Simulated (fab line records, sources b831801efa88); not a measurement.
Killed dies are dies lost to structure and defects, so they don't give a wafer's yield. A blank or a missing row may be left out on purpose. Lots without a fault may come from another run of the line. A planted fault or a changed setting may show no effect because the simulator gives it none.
fab line records | flow sky130
record lots=13 wafers=39 last_day=50
route steps=708 shown VT_ADJUST_HVTR@141 GATE_OXIDE@189 LDD_N@246 LDD_HVN@274 PAD_OPEN@708
lots that met no fault: from a run of the same line without faults
start_h: hours from the record's first day to the start of the lot's first wafer shown | wait_h: hours since the lot's step before | " the same as in the row above | L1.1+2: a row that stands for several wafers | - no value, or no start given | * or withheld: withheld | < > ~ a bound
route shown NAME@n: a module of which the file shows steps, and the number in the route of the first | usual: mean/standard deviation of fault-free wafers | same: alike in all rows | chamber/n: place in a boat | sites: the reading at each site | _std_site: their standard deviation | _edge_site: outer sites' mean less inner sites' | radius_mm: how far each site lies from the wafer's centre | mask NAME#n: copy n | behind: the tool/chamber that last shaped the wafer | hold: why the lot was held/for how many hours/how that ended | device: the transistor (n, p or np) that didn't switch | end of line: the same wafers' tests at the end of the route | a step without rows: its recipe alone | killed: dies lost to structure and defects at the first sort, not the wafer's yield | map: a wafer's dies, x killed, . not, _ none there
set.NAME: the setting as run; set.NAME@STEP: as run at that earlier step | model.NAME: the simulator's own value behind a step, which no gauge read
steps of the route over a sample of lots; a table a step, a row a wafer
services: from which hour (start_h, from the record's first day; less than 0 if before it) a tool's chamber was out of use, for how many hours, and why
## steps
# step SKY_VT_ADJUST_HVTR_STRIP_10
# recipe chemistry=O2/N2 power_w=1400 pressure_mtorr=1500 platen_temp_c=withheld o2_flow_sccm=3000 n2_flow_sccm=300 overash_fraction=0.5
# usual drypump_motor_current_A=5.8/0.46 oes_product_au=0.716/0.0048 strip_time_to_endpoint_s=14.19/0.042
# columns lot.wafer tool chamber start_h wait_h drypump_motor_current_A oes_product_au rf_hours_counter_h strip_time_to_endpoint_s
L145.1 plasma_asher-04 1 203.28 0.1 5.8 0.714 42 14.22
L145.4 " 1 " " 5.8 0.709 - 14.22
L145.5 " 0 " " 5.3 0.721 - 14.17
L146.2 plasma_asher-02 0 212.58 0.1 6.2 0.711 49 14.18
L146.3 " 1 " " 5.4 0.710 - 14.22
L146.5 " 1 " " 5.4 0.721 - 14.19
L147.2 plasma_asher-03 1 221.43 0.1 6.6 0.718 8 14.21
L147.3 " 0 " " 5.4 0.713 - 14.20
L147.4 " 1 " " 6.6 0.718 - 14.19
L148.1 plasma_asher-04 1 231.33 0.1 5.8 0.721 45 14.18
L148.3 " 1 " " 5.8 0.713 - 14.23
L148.5 " 0 " " 5.3 0.715 - 14.24
L151.1 plasma_asher-04 1 248.38 0.1 5.8 0.712 47 14.16
L151.2 " 0 " " 5.3 0.716 47 14.17
L151.3 " 0 " " 5.3 0.712 - 14.16
L152.1 plasma_asher-02 0 255.43 0.2 6.3 0.717 53 14.16
L152.4 " 1 " " 5.4 0.710 - 14.18
L152.5 " 0 " " 6.3 0.707 - 14.20
L155.3 plasma_asher-02 0 279.22 0.1 6.2 0.723 - 14.19
L155.4 " 1 " " 5.3 0.719 - 14.17
L155.5 " 1 " " 5.4 0.709 - 14.14
L156.2 plasma_asher-02 1 285.18 0.1 5.4 0.724 56 14.26
L156.4 " 1 " " 5.4 0.720 - 14.23
L156.5 " 1 " " 5.4 0.716 - 14.24
L159.1 plasma_asher-02 0 300.14 0.1 6.2 0.721 58 14.14
L159.4 " 1 " " 5.4 0.720 - 14.15
L159.5 " 1 " " 5.4 0.726 - 14.16
L161.2 plasma_asher-04 0 317.19 0.1 5.3 0.715 53 14.21
L161.3 " 0 " " 5.3 0.723 - 14.22
L161.5 " 0 " " 5.3 0.710 - 14.19
L162.2 plasma_asher-02 0 321.84 0.1 6.3 0.708 60 14.17
L162.3 " 0 " " 6.2 0.720 - 14.15
L162.4 " 1 " " 5.4 0.713 - 14.16
L167.2 plasma_asher-04 1 357.03 0.1 5.8 0.719 57 14.24
L167.3 " 0 " " 5.3 0.710 - 14.22
L167.6 " 0 " " 5.3 0.719 - 14.23
L168.1 plasma_asher-04 1 363.63 0.1 5.8 0.715 58 14.20
L168.3 " 1 " " 5.8 0.718 - 14.24
L168.6 " 0 " " 5.4 0.719 - 14.14
# step SKY_GATE_OXIDE_THK_MEAS_02
# recipe reads=SiO2_of_GATE_OXIDE_OXIDATION_01
# usual GATE_OXIDE_OXIDATION_00_THK=10.37/0.2
# columns lot.wafer tool chamber start_h wait_h GATE_OXIDE_OXIDATION_00_THK[nm]
L145.1 film_metro-03 - 283.30 0.0 10.34
L145.4 " - " " 10.10
L145.5 " - " " 10.20
L146.2 film_metro-03 - 290.93 0.0 10.68
L146.3 " - " " 10.42
L146.5 " - " " 10.38
L147.2 film_metro-03 - 304.44 0.0 10.36
L147.3 " - " " 10.12
L147.4 " - " " 10.18
L148.1 film_metro-02 - 312.18 0.0 9.95
L148.3 " - " " 9.94
L148.5 " - " " 10.05
L151.1 film_metro-04 - 328.04 0.0 10.62
L151.2 " - " " 10.63
L151.3 " - " " 10.68
L152.1 film_metro-04 - 335.78 0.0 10.70
L152.4 " - " " 10.55
L152.5 " - " " 10.73
L155.3 film_metro-02 - 372.80 0.0 10.22
L155.4 " - " " 10.53
L155.5 " - " " 10.25
L156.2 film_metro-02 - 381.03 0.0 10.81
L156.4 " - " " 10.76
L156.5 " - " " 10.73
L159.1 film_metro-04 - 392.09 0.0 10.49
L159.4 " - " " 10.31
L159.5 " - " " 10.50
L161.2 film_metro-02 - 421.01 0.0 10.08
L161.3 " - " " 10.29
L161.5 " - " " 10.09
L162.2 film_metro-03 - 421.01 0.0 10.25
L162.3 " - " " 10.35
L162.4 " - " " 10.21
L167.2 film_metro-02 - 452.14 0.0 10.42
L167.3 " - " " 10.39
L167.6 " - " " 10.49
L168.1 film_metro-03 - 461.91 0.0 10.34
L168.3 " - " " 10.37
L168.6 " - " " 10.27
# step SKY_LDD_N_IMPLANT_09
# recipe species=As energy_kev=20 dose_cm2=7.5e+13 tilt_deg=withheld rotation_deg=113
# usual beam_energy_keV=19.999/0.0071 beam_on_s=10.00/0.2 dose_ions_cm2=7.5e+13/8.9e+10 faraday_current_uA=423/8.3
# columns lot.wafer tool chamber start_h wait_h beam_energy_keV beam_on_s dose_ions_cm2 faraday_current_uA
L145.1 implanter-02 0 402.30 0.1 20.009 9.95 7.5e+13 426
L145.4 " 0 " " 20.003 9.83 7.499e+13 429
L145.5 " 0 " " 19.999 10.19 7.487e+13 414
L146.2 implanter-04 0 416.39 0.1 19.997 9.92 7.493e+13 424
L146.3 " 0 " " 20.009 9.86 7.506e+13 429
L146.5 " 0 " " 20.008 9.90 7.502e+13 424
L147.2 implanter-02 0 428.84 0.1 20.008 9.90 7.512e+13 427
L147.3 " 0 " " 19.998 10.32 7.497e+13 407
L147.4 " 0 " " 20.006 10.23 7.498e+13 411
L148.1 implanter-04 0 440.05 0.1 19.991 9.96 7.49e+13 423
L148.3 " 0 " " 19.990 10.10 7.495e+13 419
L148.5 " 0 " " 19.998 10.32 7.486e+13 409
L151.1 implanter-03 0 455.91 0.1 19.995 9.92 7.497e+13 426
L151.2 " 0 " " 19.993 9.69 7.497e+13 436
L151.3 " 0 " " 19.994 10.34 7.485e+13 410
L152.1 implanter-03 0 464.41 0.1 20.001 9.99 7.505e+13 426
L152.4 " 0 " " 19.994 9.89 7.509e+13 428
L152.5 " 0 " " 19.993 9.99 7.506e+13 423
L155.3 implanter-03 0 504.76 0.1 19.991 10.01 7.5e+13 420
L155.4 " 0 " " 19.990 10.07 7.493e+13 419
L155.5 " 0 " " 19.996 9.60 7.499e+13 441
L156.2 implanter-02 0 510.92 0.1 19.995 9.84 7.514e+13 430
L156.4 " 0 " " 19.999 9.89 7.5e+13 427
L156.5 " 0 " " 19.997 10.13 7.5e+13 418
L159.1 implanter-03 0 524.76 0.1 16.985 11.75 7.489e+13 359
L159.4 " 0 " " 16.986 11.91 7.497e+13 355
L159.5 " 0 " " 16.981 11.65 7.494e+13 363
L161.2 implanter-03 0 549.04 0.1 16.964 11.77 7.49e+13 358
L161.3 " 0 " " 16.955 11.95 7.505e+13 353
L161.5 " 0 " " 16.959 11.62 7.488e+13 365
L162.2 implanter-04 0 550.94 0.1 19.991 10.20 7.494e+13 413
L162.3 " 0 " " 20.002 9.65 7.5e+13 434
L162.4 " 0 " " 19.998 10.24 7.505e+13 412
L167.2 implanter-04 0 580.74 0.1 19.990 10.02 7.495e+13 422
L167.3 " 0 " " 19.995 9.91 7.521e+13 427
L167.6 " 0 " " 19.989 10.47 7.502e+13 406
L168.1 implanter-04 0 590.25 0.1 20.007 9.91 7.515e+13 426
L168.3 " 0 " " 20.001 10.04 7.503e+13 421
L168.6 " 0 " " 19.997 10.14 7.517e+13 417
# step SKY_LDD_HVN_OVL_MEAS_07
# usual LDD_HVN_OVL=0.4/1.4
# columns lot.wafer tool chamber start_h wait_h LDD_HVN_OVL[nm]
L145.1 overlay-01 - 461.63 0.1 -0.1
L145.4 " - " " -1.5
L145.5 " - " " -1.9
L146.2 overlay-01 - 476.63 0.1 0.0
L146.3 " - " " -0.6
L146.5 " - " " -0.3
L147.2 overlay-01 - 490.49 0.1 0.0
L147.3 " - " " 0.2
L147.4 " - " " -0.2
L148.1 overlay-02 - 501.63 0.1 0.4
L148.3 " - " " 0.6
L148.5 " - " " -0.8
L151.1 overlay-02 - 517.99 0.1 -0.1
L151.2 " - " " 0.5
L151.3 " - " " 0.5
L152.1 overlay-02 - 526.88 0.1 4.7
L152.4 " - " " 3.0
L152.5 " - " " 1.1
L155.3 overlay-02 - 566.10 0.1 -0.3
L155.4 " - " " 0.6
L155.5 " - " " -0.1
L156.2 overlay-01 - 572.72 0.1 0.8
L156.4 " - " " 0.2
L156.5 " - " " 0.7
L159.1 overlay-01 - 585.49 0.1 -2.1
L159.4 " - " " 0.3
L159.5 " - " " -0.1
L161.2 overlay-01 - 609.37 0.1 -0.2
L161.3 " - " " 0.7
L161.5 " - " " -1.3
L162.2 overlay-02 - 611.28 0.1 2.1
L162.3 " - " " 2.3
L162.4 " - " " 1.8
L167.2 overlay-02 - 639.74 0.1 2.4
L167.3 " - " " 3.3
L167.6 " - " " 1.9
L168.1 overlay-01 - 649.24 0.1 -1.9
L168.3 " - " " -0.5
L168.6 " - " " -0.5
# step SKY_PAD_OPEN_PROBE_99
# usual killed_at_M0_to_M3=43/7.3 killed_at_M4_up=3.2/1.8 killed_at_contacts=24/5.8 killed_at_front_end=16/4.5 killed_at_other=0.3/0.53 killed_dies=87/9.9 killed_open=48/6.8 killed_short=39/6.9
# same gross_dies=492 killed_at_back_side=0
# columns lot.wafer tool chamber start_h wait_h killed_at_M0_to_M3 killed_at_M4_up killed_at_contacts killed_at_front_end killed_at_other killed_dies killed_open killed_short
L145.1 prober-01 - 1071.04 0.1 49 3 23 15 0 90 42 48
L145.4 prober-01 - 1071.19 0.2 47 2 24 12 0 85 45 40
L145.5 prober-01 - 1071.24 0.2 37 3 22 8 0 70 36 34
L147.2 prober-01 - 1092.94 0.1 28 4 17 19 1 69 36 33
L147.3 prober-01 - 1092.99 0.2 43 2 16 16 1 78 50 28
L147.4 prober-01 - 1093.04 0.2 50 1 12 17 0 80 49 31
L151.1 prober-01 - 1109.19 0.1 39 2 14 20 0 75 43 32
L151.2 prober-01 - 1109.24 0.1 41 4 23 25 1 94 54 40
L151.3 prober-01 - 1109.29 0.2 42 4 24 19 0 89 43 46
L156.2 prober-01 - 1144.94 0.1 40 3 21 14 0 78 42 36
L156.4 prober-01 - 1145.04 0.2 38 1 33 18 0 90 54 36
L156.5 prober-01 - 1145.09 0.2 36 4 16 19 1 76 45 31
L159.1 prober-01 - 1153.47 0.1 40 0 23 16 0 79 47 32
L159.4 prober-01 - 1153.62 0.2 41 2 22 10 0 75 43 32
L159.5 prober-01 - 1153.67 0.2 39 3 18 12 0 72 39 33
L161.2 prober-01 - 1163.04 0.1 47 3 23 17 1 91 58 33
L161.3 prober-01 - 1163.09 0.2 58 2 24 10 0 94 47 47
L161.5 prober-01 - 1163.19 0.2 35 0 28 18 1 82 46 36
L162.2 prober-02 - 1168.10 0.1 48 3 29 12 0 92 56 36
L167.2 prober-01 - 1184.88 0.1 45 4 26 13 0 88 53 35
L167.3 prober-01 - 1184.93 0.2 34 2 20 18 1 75 43 32
L167.6 prober-01 - 1185.08 0.2 46 4 27 6 1 84 37 47
# killed by level:class
L145.1 VIA1:geometric_particle:open=8 LOCAL_INTERCONNECT:geometric_particle:short=7 CONTACT:geometric_particle:open=7 VIA3:geometric_particle:short=6 VIA3:geometric_particle:open=6 FIELD_ISO:geometric_particle:short=5 LI_CONTACT:geometric_particle:open=5 METAL1:geometric_particle:short=5
L145.4 CONTACT:geometric_particle:open=12 VIA3:geometric_particle:open=12 METAL2:geometric_particle:short=8 LOCAL_INTERCONNECT:geometric_particle:short=6 VIA2:geometric_particle:open=6 VIA1:geometric_particle:open=6 VIA1:geometric_particle:short=4 VIA3:geometric_particle:short=4
L145.5 VIA2:geometric_particle:open=10 CONTACT:geometric_particle:open=8 METAL2:geometric_particle:short=7 VIA1:geometric_particle:open=7 LI_CONTACT:geometric_particle:short=4 LI_CONTACT:geometric_particle:open=4 POLY_GATE:geometric_particle:open=3 LOCAL_INTERCONNECT:geometric_particle:short=3
L147.2 VIA3:geometric_particle:open=9 CONTACT:geometric_particle:open=8 VIA1:geometric_particle:open=8 POLY_GATE:geometric_particle:short=7 CONTACT:geometric_particle:short=6 POLY_GATE:geometric_particle:open=4 METAL4:geometric_particle:short=4 VIA3:geometric_particle:short=3
L147.3 VIA3:geometric_particle:open=11 CONTACT:geometric_particle:open=10 VIA1:geometric_particle:open=10 POLY_GATE:geometric_particle:open=5 METAL1:geometric_particle:short=5 POLY_GATE:geometric_particle:short=4 VIA1:geometric_particle:short=4 VIA3:geometric_particle:short=3
L147.4 VIA1:geometric_particle:open=12 VIA3:geometric_particle:open=10 METAL1:geometric_particle:short=7 VIA2:geometric_particle:open=7 LI_CONTACT:geometric_particle:open=6 FIELD_ISO:geometric_particle:short=5 POLY_GATE:geometric_particle:short=4 VIA1:geometric_particle:short=4
L151.1 VIA1:geometric_particle:open=14 VIA3:geometric_particle:open=6 CONTACT:geometric_particle:open=5 FIELD_ISO:geometric_particle:short=4 POLY_GATE:geometric_particle:short=4 VIA3:geometric_particle:short=4 POLY_CUT:geometric_particle:short=3 POLY_GATE:geometric_particle:open=3
L151.2 CONTACT:geometric_particle:open=9 FIELD_ISO:geometric_particle:open=8 VIA1:geometric_particle:open=8 METAL1:geometric_particle:short=8 VIA2:geometric_particle:open=8 LI_CONTACT:geometric_particle:open=7 POLY_GATE:geometric_particle:short=5 FIELD_ISO:geometric_particle:short=4
L151.3 VIA1:geometric_particle:open=11 CONTACT:geometric_particle:open=10 VIA1:geometric_particle:short=7 LI_CONTACT:geometric_particle:open=5 METAL1:geometric_particle:short=5 VIA3:geometric_particle:open=5 FIELD_ISO:geometric_particle:short=4 POLY_GATE:geometric_particle:short=4
L156.2 FIELD_ISO:geometric_particle:open=7 LI_CONTACT:geometric_particle:open=7 CONTACT:geometric_particle:open=6 VIA1:geometric_particle:open=6 VIA1:geometric_particle:short=6 VIA2:geometric_particle:open=6 VIA3:geometric_particle:open=6 METAL1:geometric_particle:short=4
L156.4 LI_CONTACT:geometric_particle:open=13 VIA1:geometric_particle:open=13 CONTACT:geometric_particle:open=9 METAL1:geometric_particle:short=7 FIELD_ISO:geometric_particle:open=5 LOCAL_INTERCONNECT:geometric_particle:short=4 VIA2:geometric_particle:short=4 POLY_GATE:geometric_particle:open=3
L156.5 VIA1:geometric_particle:open=8 POLY_GATE:geometric_particle:open=7 VIA3:geometric_particle:open=7 CONTACT:geometric_particle:open=6 METAL1:geometric_particle:short=4 VIA3:geometric_particle:short=4 FIELD_ISO:geometric_particle:open=3 POLY_GATE:geometric_particle:short=3
L159.1 VIA1:geometric_particle:open=15 CONTACT:geometric_particle:open=8 POLY_GATE:geometric_particle:short=8 LI_CONTACT:geometric_particle:open=7 CONTACT:geometric_particle:short=5 FIELD_ISO:geometric_particle:open=4 VIA3:geometric_particle:open=4 VIA1:geometric_particle:short=4
L159.4 VIA1:geometric_particle:open=12 VIA3:geometric_particle:open=8 LI_CONTACT:geometric_particle:open=6 CONTACT:geometric_particle:open=6 LI_CONTACT:geometric_particle:short=4 METAL1:geometric_particle:short=4 VIA1:geometric_particle:short=4 FIELD_ISO:geometric_particle:short=3
L159.5 VIA3:geometric_particle:open=9 CONTACT:geometric_particle:open=7 METAL1:geometric_particle:short=6 VIA1:geometric_particle:open=5 VIA2:geometric_particle:open=5 VIA1:geometric_particle:short=4 METAL2:geometric_particle:short=4 FIELD_ISO:geometric_particle:short=3
L161.2 VIA1:geometric_particle:open=14 CONTACT:geometric_particle:open=11 METAL1:geometric_particle:short=7 VIA3:geometric_particle:open=7 LI_CONTACT:geometric_particle:open=6 FIELD_ISO:geometric_particle:open=5 METAL2:geometric_particle:short=5 FIELD_ISO:geometric_particle:short=4
L161.3 VIA1:geometric_particle:open=16 METAL2:geometric_particle:short=9 VIA3:geometric_particle:open=8 METAL1:geometric_particle:short=7 CONTACT:geometric_particle:open=6 VIA2:geometric_particle:short=5 LOCAL_INTERCONNECT:geometric_particle:short=5 VIA2:geometric_particle:open=5
L161.5 CONTACT:geometric_particle:open=11 VIA1:geometric_particle:open=8 LI_CONTACT:geometric_particle:open=7 METAL1:geometric_particle:short=7 METAL2:geometric_particle:short=7 VIA2:geometric_particle:open=7 LOCAL_INTERCONNECT:geometric_particle:short=6 FIELD_ISO:geometric_particle:short=4
L162.2 CONTACT:geometric_particle:open=14 VIA1:geometric_particle:open=11 VIA1:geometric_particle:short=9 LI_CONTACT:geometric_particle:open=8 VIA2:geometric_particle:open=6 FIELD_ISO:geometric_particle:open=5 METAL1:geometric_particle:short=4 METAL2:geometric_particle:short=4
L167.2 VIA3:geometric_particle:open=13 VIA1:geometric_particle:open=12 CONTACT:geometric_particle:open=9 LI_CONTACT:geometric_particle:open=6 CONTACT:geometric_particle:short=6 FIELD_ISO:geometric_particle:short=5 METAL1:geometric_particle:short=5 POLY_GATE:geometric_particle:open=5
L167.3 VIA1:geometric_particle:open=8 CONTACT:geometric_particle:open=7 FIELD_ISO:geometric_particle:open=6 LI_CONTACT:geometric_particle:open=6 METAL2:geometric_particle:short=5 VIA3:geometric_particle:open=4 POLY_GATE:geometric_particle:short=4 VIA1:geometric_particle:short=4
L167.6 VIA1:geometric_particle:short=10 VIA1:geometric_particle:open=9 CONTACT:geometric_particle:open=8 CONTACT:geometric_particle:short=7 LI_CONTACT:geometric_particle:open=6 METAL2:geometric_particle:short=6 VIA2:geometric_particle:short=6 METAL1:geometric_particle:short=5
## services
# columns tool chamber start_h hours kind
implanter-04 - 246.70 5.2 repair
implanter-04 - 257.29 1.5 repair
implanter-03 - 312.40 12.3 pm
implanter-03 - 324.66 4.5 pm
implanter-02 - 337.54 4.0 pm
implanter-03 - 368.28 1.3 repair
implanter-02 - 368.67 5.6 pm
plasma_asher-04 - 387.89 3.6 repair
implanter-02 - 391.72 1.5 repair
plasma_asher-04 - 398.66 17.9 repair
plasma_asher-02 - 421.25 9.0 pm
implanter-02 - 432.72 0.6 repair
implanter-04 - 434.21 3.2 repair
implanter-04 - 453.14 8.6 repair
implanter-04 - 507.83 3.4 pm
plasma_asher-02 - 508.92 0.9 repair
implanter-02 - 519.79 8.5 repair
implanter-04 - 523.65 2.4 repair
implanter-04 - 528.61 1.8 repair
implanter-04 - 560.14 10.2 repair
implanter-04 - 560.32 2.1 repair
plasma_asher-02 - 563.77 1.5 repair
implanter-03 - 572.58 1.5 repair
plasma_asher-02 - 575.95 0.7 repair
## key
first_sign step=SKY_LDD_N_IMPLANT_09 reading=beam_energy_keV direction=down sigmas=99+ usual=* struck=*
effect step=SKY_LDD_N_IMPLANT_09 reading=beam_on_s direction=up sigmas=8.7 usual=10.00 struck=11.77
met_at SKY_LDD_N_IMPLANT_09
struck_lots L159,L161
tester_left_out L159,L161
not_acting_at SKY_VT_ADJUST_HVTR_STRIP_10,SKY_GATE_OXIDE_THK_MEAS_02,SKY_LDD_HVN_OVL_MEAS_07
onset_between 504.76 524.76
fault kind=process_parameter_drift tool=implanter-03 chamber=- onset_h=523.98 steps=SKY_LDD_N_IMPLANT_09 channel=energy_kev offset=* shape=step end_h=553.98 acts_in=* stated=*
# tester_left_out: of these lots the tester's yield and bins aren't shown, on N5 and GAA mostly nor the transistor test; their killed dies are dies lost to structure and defects alone, not to doping, threshold or leakage, so they don't give the yield
